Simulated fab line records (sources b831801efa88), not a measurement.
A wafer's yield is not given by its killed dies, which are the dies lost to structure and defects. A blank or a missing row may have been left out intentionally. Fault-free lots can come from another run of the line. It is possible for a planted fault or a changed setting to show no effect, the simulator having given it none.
Which tool did it? | flow sky130 | 33 wafers from 11 lots sampled at 6 of the route's 708 steps

WHAT THE GAUGES READ, wafer by wafer
SKY_POLY_GATE_THK_MEAS_04. Usual: POLY_GATE_CVD_03_THK gives 74.4 nm (standard deviation 0.6).
lot  | measured     | on           | POLY_GATE_CVD_03_THK (nm) | flag
L634 | day 15 02:32 | filmMetro-02 | 74.7 74.8 75.0            | 
L635 | day 15 11:20 | filmMetro-02 | 74.5 73.9 74.1            | 
L636 | day 15 15:31 | filmMetro-02 | 74.3 74.0 73.9            | 
L640 | day 17 03:53 | filmMetro-02 | 73.1 74.2 74.3            | 
L641 | day 17 19:55 | filmMetro-02 | 73.8 74.4 74.3            | 
L642 | day 18 11:53 | filmMetro-03 | 74.6 73.9 73.9            | 
L644 | day 18 21:19 | filmMetro-02 | 74.9 75.3 74.8            | 
L645 | day 19 01:50 | filmMetro-03 | 74.8 75.2 74.4            | 
L648 | day 20 04:59 | filmMetro-01 | 74.3 74.8 74.6            | 
L651 | day 21 13:07 | filmMetro-01 | 75.1 74.8 75.3            | 
L656 | day 23 04:08 | filmMetro-03 | 73.6 74.2 74.2            | 

SKY_LDD_N_OVL_MEAS_07. Usual: LDD_N_OVL gives -0.1 nm (standard deviation 1.4).
lot  | measured     | on         | LDD_N_OVL (nm) | flag
L634 | day 17 13:35 | overlay-01 | 0.6 -0.2 3.2   | 
L635 | day 17 21:21 | overlay-02 | 0.7 0.8 2.1    | 
L636 | day 18 05:02 | overlay-01 | -1.0 -2.0 -0.2 | 
L640 | day 19 16:51 | overlay-01 | -1.1 -1.3 -2.6 | 
L641 | day 20 09:59 | overlay-01 | -1.8 -1.5 -2.0 | 
L642 | day 21 02:36 | overlay-01 | -0.2 0.2 0.3   | 
L644 | day 21 13:44 | overlay-01 | 1.4 1.8 1.6    | 
L645 | day 21 18:53 | overlay-02 | -1.0 0.9 -0.2  | 
L648 | day 22 20:07 | overlay-01 | -0.9 -0.6 0.5  | 
L651 | day 24 02:35 | overlay-02 | 0.3 -0.9 -1.0  | 
L656 | day 25 16:56 | overlay-01 | -1.2 -2.7 -2.1 | 

SKY_LDD_N_TW_MEAS_17. Usual: LDD_N_TW gives 2585 (standard deviation 29).
lot  | measured     | on           | LDD_N_TW                      | flag
L634 | day 17 14:56 | filmMetro-04 | 2578 2571 2552                | 
L635 | day 17 22:41 | filmMetro-01 | 2593 2588 2608                | 
L636 | day 18 06:23 | filmMetro-03 | 2638 2631 2621                | 
L640 | day 19 18:29 | filmMetro-03 | 2611 2612 2620                | 
L641 | day 20 11:20 | filmMetro-03 | 2614 2626 2611                | 
L642 | day 21 03:56 | filmMetro-04 | 2570 2583 2569                | 
L644 | day 21 15:23 | filmMetro-03 | 2746 2746 2742 2736 2752 2735 | OFF
L645 | day 21 21:05 | filmMetro-04 | 2669 2675 2683                | OFF
L648 | day 22 21:28 | filmMetro-01 | 2555 2556 2573                | 
L651 | day 24 03:55 | filmMetro-04 | 2566 2551 2543                | 
L656 | day 25 18:17 | filmMetro-03 | 2616 2606 2626                | 

WHAT TOOL EACH LOT RAN ON (gives the tool, then ch and the chambers of the sampled wafers, and finally the start)
lot  | SKY_POLY_GATE_ETCH_17           | SKY_LDD_N_IMPLANT_10            | SKY_LDD_N_STRIP_16
L634 | rieSi-02 ch 0,1, day 16 06:15   | implanter-03 ch 0, day 17 13:56 | plasmaAsher-04 ch 0,1, day 17 14:50
L635 | rieSi-01 ch 0,1,2, day 16 15:43 | implanter-03 ch 0, day 17 21:42 | plasmaAsher-04 ch 0,1, day 17 22:35
L636 | rieSi-01 ch 0,3, day 16 19:52   | implanter-03 ch 0, day 18 05:23 | plasmaAsher-04 ch 0,1, day 18 06:17
L640 | rieSi-02 ch 2,3, day 18 09:06   | implanter-03 ch 0, day 19 17:30 | plasmaAsher-04 ch 0,1, day 19 18:23
L641 | rieSi-02 ch 0,1,3, day 19 01:32 | implanter-03 ch 0, day 20 10:20 | plasmaAsher-01 ch 0,1, day 20 11:14
L642 | rieSi-02 ch 0,1, day 19 18:43   | implanter-03 ch 0, day 21 02:57 | plasmaAsher-02 ch 0,1, day 21 03:50
L644 | rieSi-02 ch 1,3, day 20 05:23   | implanter-03 ch 0, day 21 14:05 | plasmaAsher-01 ch 0,1, day 21 15:17
L645 | rieSi-02 ch 1,3, day 20 09:21   | implanter-01 ch 0, day 21 19:14 | plasmaAsher-02 ch 0, day 21 20:59
L648 | rieSi-02 ch 1,3, day 21 12:49   | implanter-01 ch 0, day 22 20:28 | plasmaAsher-01 ch 0,1, day 22 21:22
L651 | rieSi-01 ch 0,2,3, day 22 19:24 | implanter-03 ch 0, day 24 02:56 | plasmaAsher-01 ch 0,1, day 24 03:49
L656 | rieSi-02 ch 0,2,3, day 24 10:31 | implanter-04 ch 0, day 25 17:20 | plasmaAsher-02 ch 0,1, day 25 18:11
- SKY_POLY_GATE_ETCH_17: etches poly-Si in HBr/Cl2, stops on SiO2, target depth 180 nm, time 70.5 s.
- SKY_LDD_N_IMPLANT_10
- SKY_LDD_N_STRIP_16: strips in O2/N2.

AS READ BY THE TOOLS THEMSELVES (means over the sampled wafers that have a number; for cases with no such wafer, the mark the record gives instead)
SKY_POLY_GATE_ETCH_17. Usual: drypumpMotorCurrentA 5.8 A, standard deviation 0.4; mfcCl2Sccm 50.00 sccm, standard deviation 0.14; oesProductAu 0.988 a.u., standard deviation 0.0082; throttleValvePct 33.684 %, standard deviation 0.0089.
lot  | tool     | drypumpMotorCurrentA (A) | mfcCl2Sccm (sccm) | oesProductAu (a.u.) | throttleValvePct (%) | flag
L634 | rieSi-02 | 6.1                      | 49.93             | 0.987               | 33.682               | 
L635 | rieSi-01 | 6.0                      | 50.21             | 0.987               | 33.682               | 
L636 | rieSi-01 | 5.5                      | 49.93             | 0.977               | 33.681               | 
L640 | rieSi-02 | 5.8                      | 49.99             | 0.995               | 33.692               | 
L641 | rieSi-02 | 6.0                      | 50.01             | 0.991               | 33.685               | 
L642 | rieSi-02 | 6.1                      | 49.94             | 0.987               | 33.681               | 
L644 | rieSi-02 | 5.8                      | 50.05             | 0.982               | 33.686               | 
L645 | rieSi-02 | 5.8                      | 49.94             | 0.988               | 33.683               | 
L648 | rieSi-02 | 5.8                      | 49.98             | 0.984               | 33.685               | 
L651 | rieSi-01 | 5.6                      | 49.96             | 0.976               | 33.696               | 
L656 | rieSi-02 | 5.9                      | 50.02             | 0.991               | 33.679               | 

SKY_LDD_N_IMPLANT_10. Usual: beamOnS 9.99 s, standard deviation 0.2; faradayCurrentUA 423, standard deviation 8.6.
lot  | tool         | beamOnS (s) | faradayCurrentUA | flag
L634 | implanter-03 | 10.09       | 419              | 
L635 | implanter-03 | 9.93        | 425              | 
L636 | implanter-03 | 10.01       | 422              | 
L640 | implanter-03 | 9.82        | 430              | 
L641 | implanter-03 | 10.21       | 413              | 
L642 | implanter-03 | 10.01       | 424              | 
L644 | implanter-03 | 9.92        | 426              | 
L645 | implanter-01 | 10.05       | 420              | 
L648 | implanter-01 | 9.87        | 427              | 
L651 | implanter-03 | 10.10       | 418              | 
L656 | implanter-04 | 9.89        | 427              | 

SKY_LDD_N_STRIP_16. Usual: drypumpMotorCurrentA 5.8 A, standard deviation 0.38; o2FlowSccm 3000 sccm, standard deviation 10; oesProductAu 0.407 a.u., standard deviation 0.0048; stripTimeToEndpointS 4.317 s, standard deviation 0.012.
lot  | tool           | drypumpMotorCurrentA (A) | o2FlowSccm (sccm) | oesProductAu (a.u.) | stripTimeToEndpointS (s) | flag
L634 | plasmaAsher-04 | 6.1                      | 2997              | 0.408               | 4.310                    | 
L635 | plasmaAsher-04 | 6.0                      | 3001              | 0.406               | 4.310                    | 
L636 | plasmaAsher-04 | 6.0                      | 3000              | 0.405               | 4.325                    | 
L640 | plasmaAsher-04 | 6.1                      | 2992              | 0.406               | 4.317                    | 
L641 | plasmaAsher-01 | 5.6                      | 2992              | 0.403               | 4.320                    | 
L642 | plasmaAsher-02 | 5.9                      | 3001              | 0.404               | 4.295                    | 
L644 | plasmaAsher-01 | 5.6                      | 2998              | 0.408               | 4.521                    | OFF
L645 | plasmaAsher-02 | 5.5                      | 3002              | 0.410               | 4.530                    | OFF
L648 | plasmaAsher-01 | 5.6                      | 2997              | 0.408               | 4.326                    | 
L651 | plasmaAsher-01 | 5.6                      | 3006              | 0.407               | 4.305                    | 
L656 | plasmaAsher-02 | 5.7                      | 3005              | 0.403               | 4.327                    | 

THE ANSWER, worked out from the rows above alone
Rule: lot off if the mean of its wafers having a number is beyond 3 standard deviations from the usual mean. A lot without any number at a reading at which 4 lots or more have one is off too. The other lots that the step has rows for count as sound. After the gauges, taken in route order, come the tools' own readings; for these a lot's mean is taken, as printed above. At the first step where some lot is off, the reading lying furthest off is the one used; lots without a number count as furthest.
Off: L644, L645, at SKY_LDD_N_TW_MEAS_17 (LDD_N_TW).
If a tool, at a process step before that reading, ran all the lots that are off and no sound lot after the first of them, it fits. Not tried: the gauges at SKY_LDD_N_TW_MEAS_17; whatever is off there is also off at SKY_LDD_N_STRIP_16, on other tools, and gauge error can't account for it. Not one of the candidates tried fits.

WHAT THE SIMULATOR PUT IN
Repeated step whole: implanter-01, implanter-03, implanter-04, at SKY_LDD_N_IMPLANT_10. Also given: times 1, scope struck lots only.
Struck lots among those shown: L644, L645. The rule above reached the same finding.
